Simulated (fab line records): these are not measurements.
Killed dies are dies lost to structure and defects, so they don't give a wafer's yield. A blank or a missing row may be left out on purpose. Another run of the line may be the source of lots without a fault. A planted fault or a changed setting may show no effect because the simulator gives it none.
Comparing a struck lot with a sound one ; flow sky130 ; 20 out of 708 route steps
Sound: these wafers, L196.1, L196.4, L196.6. Struck: wafers L204.3, L204.4, L204.5. The cause is given at the end.
At each step with rows: each side's tool, then ch and its chambers, then its first start. Under that, the readings that differ: sound wafers ; struck wafers ; difference of the means ; sigmas: that difference in standard deviations of wafers without a fault.
alike: readings with means less than 2 such deviations apart, plus words and numbers identical on both sides. not compared: withheld readings, readings lacking a value on some wafer, bounds such as >300 that could conceal the same value, and numbers that have no deviation in the record and whose values overlap.
The two part at a step that has a row with sigmas, a row that says differs or no value, or rows on one side only. Non-overlapping numbers with no deviation appear without sigmas and do not part them. A reading that every wafer of one side lacks parts them only if that side has two wafers or more.

SKY_LDD_HVP_OVL_MEAS_07:
  sound: overlay-01 at day 24 03:53; struck: overlay-02 at day 26 02:42
  alike: LDD_HVP_OVL
next, for these wafers, 1 step has no rows: SKY_LDD_HVP_IMPLANT_08.
SKY_LDD_HVP_STRIP_09: strips in O2/N2.
  sound on plasma_asher-03 ch 1, day 24 04:04; struck on plasma_asher-02 ch 0,1, day 26 02:54
  alike: chamber_pressure_mTorr, drypump_motor_current_A, o2_flow_sccm, oes_product_au, strip_time_to_endpoint_s
  not compared: rf_hours_counter_h
SKY_LDD_HVP_TW_MEAS_10:
  sound: film_metro-04 at day 24 04:10; struck: film_metro-04 at day 26 02:59
  alike: LDD_HVP_TW
then, 7 steps without rows for these wafers: SKY_LDD_LDN_DEHYDRATE_00 (time 60 s); SKY_LDD_LDN_HMDS_01 (prime time 60 s); SKY_LDD_LDN_COAT_02 (resist thk 1140 nm); SKY_LDD_LDN_SOFTBAKE_03 (time 60 s); SKY_LDD_LDN_EXPOSE_04 (exposes mask LDNTM, target cd 700 nm); SKY_LDD_LDN_PEB_05; SKY_LDD_LDN_DEVELOP_06 (develop time 60 s).
SKY_LDD_LDN_OVL_MEAS_07:
  sound: overlay-02 at day 25 09:16; struck: overlay-01 at day 27 07:50
  alike: LDD_LDN_OVL
SKY_LDD_LDN_IMPLANT_08:
  sound on implanter-03 ch 0, day 25 09:17; struck on implanter-03 ch 0, day 27 07:55
reading;sound;struck;difference;sigmas
dose_ions_cm2;1.2526e+13 1.2492e+13 1.2488e+13;5.304e+12 5.307e+12 5.303e+12;-7.197e+12;-99 or more
faraday_current_uA;71.1 70.9 71.6;30.1 30.2 28.7;-41.5;-30
  alike: end_station_pressure_torr
then, 3 steps without rows for these wafers: SKY_LDD_LDN_IMPLANT_09; SKY_LDD_LDN_IMPLANT_10; SKY_LDD_LDN_IMPLANT_11.
SKY_LDD_LDN_STRIP_12: strips in O2/N2.
  sound on plasma_asher-04 ch 0,1, day 25 09:53; struck on plasma_asher-03 ch 0,1, day 27 08:29
  alike: chamber_pressure_mTorr, drypump_motor_current_A, o2_flow_sccm, oes_product_au, strip_time_to_endpoint_s
  not compared: rf_hours_counter_h
SKY_LDD_LDN_TW_MEAS_13:
  sound: film_metro-01 at day 25 09:59; struck: film_metro-01 at day 27 08:35
reading;sound;struck;difference;sigmas
LDD_LDN_TW;1495 1483 1490;1422 1421 1421;-68;-6
then, 1 step without rows for these wafers: SKY_LDD_LDN_CLEAN_14 (cleans in SC1/SC2, time 150 s).
-- here the record skips 21 days between the struck wafers' starts before and after, leaving off in module LDD_LDN and picking up in module PAD_OPEN (first step shown: number 708 of the route) --
SKY_PAD_OPEN_PROBE_99:
  sound: prober-01 at day 47 13:36; struck: prober-01 at day 48 17:08
reading;sound;struck;difference;sigmas
model.etest.tip_sonos.rs_ohm_sq;2602 2546 2536;2936 2938 2910;+367;
  alike: killed_at_M0_to_M3, killed_at_M4_up, killed_at_contacts, killed_at_front_end, killed_at_other, killed_dies, killed_open, killed_short

== WHERE THEY PART ==
First at SKY_LDD_LDN_IMPLANT_08; last, within this record, at SKY_LDD_LDN_TW_MEAS_13. Later steps at which nothing parts them and some readings are alike: SKY_PAD_OPEN_PROBE_99.

WHY: whatever the simulator had introduced
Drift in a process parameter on implanter-03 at SKY_LDD_LDN_IMPLANT_08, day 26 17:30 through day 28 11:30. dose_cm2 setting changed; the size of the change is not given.
